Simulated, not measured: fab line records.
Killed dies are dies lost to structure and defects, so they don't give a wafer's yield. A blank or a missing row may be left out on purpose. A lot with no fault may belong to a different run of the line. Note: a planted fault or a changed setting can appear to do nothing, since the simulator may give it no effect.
Which tool was responsible?	flow gf180mcu	13 lots with 39 wafers sampled at 3 steps, on a route of 602 steps

== WHAT EACH GAUGE READ, for each wafer ==
GF_MVSD_TW_MEAS_11. Usual: MVSD_TW typically reads 1574, with standard deviation 17.
lot	measured	on	MVSD_TW	flag
L257	day 4 20:02	film metro-04	1572 1565 1566	
L259	day 5 01:38	film metro-01	1602 1596 1596	
L261	day 5 13:59	film metro-01	1598 1599 1596	
L260	day 5 14:20	film metro-01	1596 1601 1594	
L263	day 6 01:04	film metro-02	1555 1565 1568	
L266	day 7 00:54	film metro-02	1579 1573 1570	
L268	day 7 11:58	film metro-02	1569 1565 1568	
L274	day 8 21:55	film metro-02	1565 1558 1568	
L276	day 9 02:06	film metro-02	1572 1571 1572	
L277	day 9 05:03	film metro-01	1590 1588 1585	
L278	day 9 15:23	film metro-02	1563 1567 1574	
L279	day 9 17:25	film metro-04	1583 1571 1579	
L280	day 9 21:00	film metro-04	1568 1565 1566	

== EACH LOT AND THE TOOL THAT RAN IT (in order: tool; ch and the chambers of the sampled wafers; start) ==
lot	GF_NWELL_STRIP_10	GF_LVPWELL_STRIP_10
L257	plasma asher-04 ch 0,1, day 3 18:04	plasma asher-04 ch 0,1, day 4 06:45
L259	plasma asher-02 ch 0,1, day 3 23:53	plasma asher-04 ch 0,1, day 4 12:44
L261	plasma asher-03 ch 0,1, day 4 11:44	plasma asher-02 ch 0,1, day 5 00:59
L260	plasma asher-03 ch 0,1, day 4 12:21	plasma asher-04 ch 0, day 5 01:35
L263	plasma asher-04 ch 0,1, day 4 22:04	plasma asher-02 ch 0,1, day 5 11:18
L266	plasma asher-03 ch 0,1, day 5 19:07	plasma asher-01 ch 0,1, day 6 09:06
L268	plasma asher-04 ch 0,1, day 6 05:00	plasma asher-02 ch 0,1, day 6 20:20
L274	plasma asher-04 ch 0,1, day 7 13:45	plasma asher-02 ch 0,1, day 8 05:27
L276	plasma asher-03 ch 0,1, day 7 19:19	plasma asher-04 ch 0,1, day 8 10:41
L277	plasma asher-03 ch 0,1, day 7 19:40	plasma asher-04 ch 0,1, day 8 11:18
L278	plasma asher-04 ch 0,1, day 8 05:45	plasma asher-04 ch 0,1, day 8 22:15
L279	plasma asher-02 ch 0,1, day 8 08:28	plasma asher-02 ch 0, day 9 00:26
L280	plasma asher-02 ch 0,1, day 8 10:53	plasma asher-04 ch 0,1, day 9 03:37
- GF_NWELL_STRIP_10: strips in O2/N2.
- GF_LVPWELL_STRIP_10: strips in O2/N2.

== WHAT THE TOOLS THEMSELVES READ (means of the sampled wafers that have a number; where no wafer has one, the mark that the record gives instead) ==
GF_NWELL_STRIP_10. Usual: chamber pressure mTorr 1499.7 mTorr, standard deviation 1.3; drypump motor current A 5.7 A, standard deviation 0.53; heater power w 352 W, standard deviation 19; oes product au 0.722 a.u., standard deviation 0.0045; strip time to endpoint s 37.01 s, standard deviation 0.12.
lot	tool	chamber pressure mTorr (mTorr)	drypump motor current A (A)	heater power w (W)	oes product au (a.u.)	strip time to endpoint s (s)	flag
L257	plasma asher-04	1498.9	5.9	331	0.720	37.00	
L259	plasma asher-02	1498.5	5.3	359	0.725	37.04	
L261	plasma asher-03	1500.7	6.2	358	0.723	37.17	
L260	plasma asher-03	1499.4	6.0	357	0.721	37.07	
L263	plasma asher-04	1500.0	5.9	328	0.724	37.03	
L266	plasma asher-03	1499.9	6.2	358	0.716	36.92	
L268	plasma asher-04	1499.7	5.7	348	0.719	36.84	
L274	plasma asher-04	1499.0	5.6	343	0.720	37.03	
L276	plasma asher-03	1499.6	6.2	359	0.727	37.04	
L277	plasma asher-03	1497.9	6.2	356	0.720	37.05	
L278	plasma asher-04	1499.5	5.9	328	0.719	37.05	
L279	plasma asher-02	1499.9	5.6	357	0.723	36.92	
L280	plasma asher-02	1499.3	5.3	361	0.721	36.95	

GF_LVPWELL_STRIP_10. Usual: chamber pressure mTorr 1500.2 mTorr, standard deviation 1.5; drypump motor current A 5.6 A, standard deviation 0.48; heater power w 349 W, standard deviation 23; oes product au 0.723 a.u., standard deviation 0.0049; strip time to endpoint s 37.01 s, standard deviation 0.1.
lot	tool	chamber pressure mTorr (mTorr)	drypump motor current A (A)	heater power w (W)	oes product au (a.u.)	strip time to endpoint s (s)	flag
L257	plasma asher-04	1499.5	5.7	346	0.724	36.93	
L259	plasma asher-04	1501.7	5.9	329	0.731	36.95	
L261	plasma asher-02	1501.0	5.3	366	0.724	36.85	
L260	plasma asher-04	1500.2	5.3	358	0.721	37.01	
L263	plasma asher-02	1500.1	5.7	357	0.726	37.23	
L266	plasma asher-01	1500.3	5.6	337	0.725	37.10	
L268	plasma asher-02	1499.1	5.6	364	0.722	37.01	
L274	plasma asher-02	1500.2	5.3	366	0.724	37.08	
L276	plasma asher-04	1501.4	5.6	343	0.725	37.00	
L277	plasma asher-04	1500.1	5.9	328	0.727	37.03	
L278	plasma asher-04	1500.5	5.9	332	0.723	36.95	
L279	plasma asher-02	1499.6	6.0	356	0.723	37.08	
L280	plasma asher-04	1500.8	5.7	347	0.724	37.06	

== THE ANSWER, worked out from the rows above alone ==
Rule: lot off if the mean of its wafers having a number is beyond 3 standard deviations from the usual mean. Also off: a lot with no number at a reading for which 4 or more lots have one. Where the step has rows for the other lots, those lots are counted as sound. Order of review: gauges by route order, followed by the tools' own readings, for which a lot's mean as printed above is used. At the first step where some lot is off, the reading lying furthest off is the one used; lots without a number count as furthest.
No lot is off at any reading shown: from this, nothing can be told.

== WHAT THE SIMULATOR HAD PUT IN ==
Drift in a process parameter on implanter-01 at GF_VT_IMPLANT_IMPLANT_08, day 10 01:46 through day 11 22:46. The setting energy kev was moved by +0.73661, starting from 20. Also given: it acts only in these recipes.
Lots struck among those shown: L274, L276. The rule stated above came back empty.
